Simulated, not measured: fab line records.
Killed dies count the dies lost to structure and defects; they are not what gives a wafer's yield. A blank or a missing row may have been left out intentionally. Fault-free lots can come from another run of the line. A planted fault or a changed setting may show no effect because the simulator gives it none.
Struck lot and sound lot, side by side	flow sky130	43 steps out of a route of 708
Sound: wafers L148.2, L148.5, L148.6. Struck: wafer L155.2. (L155.1, L155.3 of the same lot were not struck and are left out.) The cause comes at the end.
Per side, at each step with rows, come the tool, then ch with its chambers, and then its first start. Under that, the readings that differ: sound wafers	struck wafers	difference of the means	sigmas: that difference in standard deviations of wafers without a fault.
alike: same words and numbers on both sides, and readings whose means sit less than 2 such deviations apart. not compared: any withheld reading, any reading some wafer has no value for, any bound like >300 that may hide the same value, and any number with overlapping values for which the record gives no deviation.
Wherever a step has rows on one side only, a row that says differs or no value, or a row with sigmas, the two part there. Numbers that don't overlap but have no deviation are shown without sigmas and don't part them. A reading missing from all wafers of one side parts the sides only when that side holds two or more wafers.

SKY_SPACER_THK_MEAS_01:
  sound on film metro-03 at day 25 10:53; struck on film metro-03 at day 27 09:43
  alike: SPACER_CVD_00_THK
SKY_SPACER_ETCHBACK_02: etches Si3N4 in CH3F/O2, stops on SiO2, time 46.7 s, target depth 45 nm.
  sound on rie diel-04 ch 0,1, day 25 10:56; struck on rie diel-04 ch 1, day 27 09:46
  alike: chamber pressure mTorr, drypump motor current A, oes product au, throttle valve pct
  not compared: rf hours counter h
then, 8 steps without rows for these wafers: SKY_POLY_CUT_DEHYDRATE_00 (time 60 s); SKY_POLY_CUT_HMDS_01 (prime time 60 s); SKY_POLY_CUT_COAT_02 (resist thk 60 nm); SKY_POLY_CUT_COAT_03 (resist thk 450 nm); SKY_POLY_CUT_SOFTBAKE_04 (time 90 s); SKY_POLY_CUT_EXPOSE_05 (exposes mask NPCM, target cd 270 nm); SKY_POLY_CUT_PEB_06; SKY_POLY_CUT_DEVELOP_07 (develop time 60 s).
SKY_POLY_CUT_CD_MEAS_08 targets a cd of 270 nm.
  sound on cd sem-01 at day 26 16:14; struck on cd sem-02 at day 28 14:55
reading	sound	struck	difference	sigmas
cd nm (nm)	272.0 271.5 271.8	268.3	-3.5	-2
SKY_POLY_CUT_OVL_MEAS_09:
  sound on overlay-01 at day 26 16:20; struck on overlay-01 at day 28 15:02
  alike: POLY_CUT_OVL
SKY_POLY_CUT_ETCH_10: etches BARC in N2/H2, stops on SiO2, time 45.9 s, target depth 60 nm.
  sound on rie diel-04 ch 0,1,2, day 26 16:22; struck on rie diel-02 ch 2, day 28 15:04
  alike: chamber pressure mTorr, drypump motor current A, oes product au, throttle valve pct
  not compared: rf hours counter h
SKY_POLY_CUT_ETCH_11: etches Si3N4 in CF4/CH2F2/Ar, stops on poly-Si, time 42.5 s, target depth 60 nm.
  sound on rie diel-04 ch 0,1,2, day 26 16:25; struck on rie diel-02 ch 2, day 28 15:07
  alike: chamber pressure mTorr, drypump motor current A, oes product au, throttle valve pct
  not compared: rf hours counter h
SKY_POLY_CUT_STRIP_12: strips in O2/N2.
  sound on plasma asher-01 ch 0,1, day 26 16:27; struck on plasma asher-01 ch 0, day 28 15:09
reading	sound	struck	difference	sigmas
strip time to endpoint s (s)	5.355 5.354 5.347	5.388	+0.036	+2
  alike: chamber pressure mTorr, drypump motor current A, oes product au
  not compared: rf hours counter h
then, 7 steps without rows for these wafers: SKY_SD_P_DEHYDRATE_00 (time 60 s); SKY_SD_P_HMDS_01 (prime time 60 s); SKY_SD_P_COAT_02 (resist thk 1140 nm); SKY_SD_P_SOFTBAKE_03 (time 60 s); SKY_SD_P_EXPOSE_04 (exposes mask PSDM, target cd 380 nm); SKY_SD_P_PEB_05; SKY_SD_P_DEVELOP_06 (develop time 58.03 s).
SKY_SD_P_CD_MEAS_07 targets a cd of 380 nm.
  sound on cd sem-01 at day 27 21:47; struck on cd sem-01 at day 29 19:01
  alike: cd nm
SKY_SD_P_OVL_MEAS_08:
  sound on overlay-02 at day 27 21:53; struck on overlay-01 at day 29 19:08
  alike: SD_P_OVL
then, 1 step without rows for these wafers: SKY_SD_P_IMPLANT_09.
SKY_SD_P_STRIP_10: strips in O2/N2.
  sound on plasma asher-02 ch 0,1, day 27 22:04; struck on plasma asher-04 ch 1, day 29 19:19
reading	sound	struck	difference	sigmas
oes product au (a.u.)	0.612 0.609 0.604	0.620	+0.012	+2
  alike: chamber pressure mTorr, drypump motor current A, strip time to endpoint s
  not compared: rf hours counter h
SKY_SD_P_TW_MEAS_11:
  sound on film metro-04 at day 27 22:11; struck on film metro-01 at day 29 19:25
  alike: SD_P_TW
then, 8 steps without rows for these wafers: SKY_RES_XHIGH_DEHYDRATE_00 (time 60 s); SKY_RES_XHIGH_HMDS_01 (prime time 60 s); SKY_RES_XHIGH_COAT_02 (resist thk 1140 nm); SKY_RES_XHIGH_SOFTBAKE_03 (time 60 s); SKY_RES_XHIGH_EXPOSE_04 (exposes mask URPM, target cd 1270 nm); SKY_RES_XHIGH_PEB_05; SKY_RES_XHIGH_DEVELOP_06 (develop time 60 s); SKY_RES_XHIGH_IMPLANT_07.
SKY_RES_XHIGH_STRIP_08: strips in O2/N2.
  sound on plasma asher-03 ch 0,1, day 29 02:55; struck on plasma asher-03 ch 1, day 30 23:55
  alike: chamber pressure mTorr, drypump motor current A, oes product au, strip time to endpoint s
  not compared: rf hours counter h
SKY_RES_XHIGH_TW_MEAS_09:
  sound on film metro-04 at day 29 03:01; struck on film metro-01 at day 31 00:01
reading	sound	struck	difference	sigmas
RES_XHIGH_TW	1617 1611 1620	1643	+27	+2
then, 5 steps without rows for these wafers: SKY_SD_N_DEHYDRATE_00 (time 60 s); SKY_SD_N_HMDS_01 (prime time 60 s); SKY_SD_N_COAT_02 (resist thk 1140 nm); SKY_SD_N_SOFTBAKE_03 (time 60 s); SKY_SD_N_EXPOSE_04 (exposes mask NSDM, target cd 380 nm).
-- record jumps: 18 days separate the struck wafers' starts on either side; left off in module SD_N, taken up again in module PAD_OPEN, whose first shown step is the route's number 708 --
SKY_PAD_OPEN_PROBE_99:
  record: rows for the struck wafers here (prober-02, day 48 21:20), none for the sound ones

WHERE THEY PART
First at SKY_POLY_CUT_CD_MEAS_08; last, within this record, at SKY_PAD_OPEN_PROBE_99.

WHY: what the simulator had put in
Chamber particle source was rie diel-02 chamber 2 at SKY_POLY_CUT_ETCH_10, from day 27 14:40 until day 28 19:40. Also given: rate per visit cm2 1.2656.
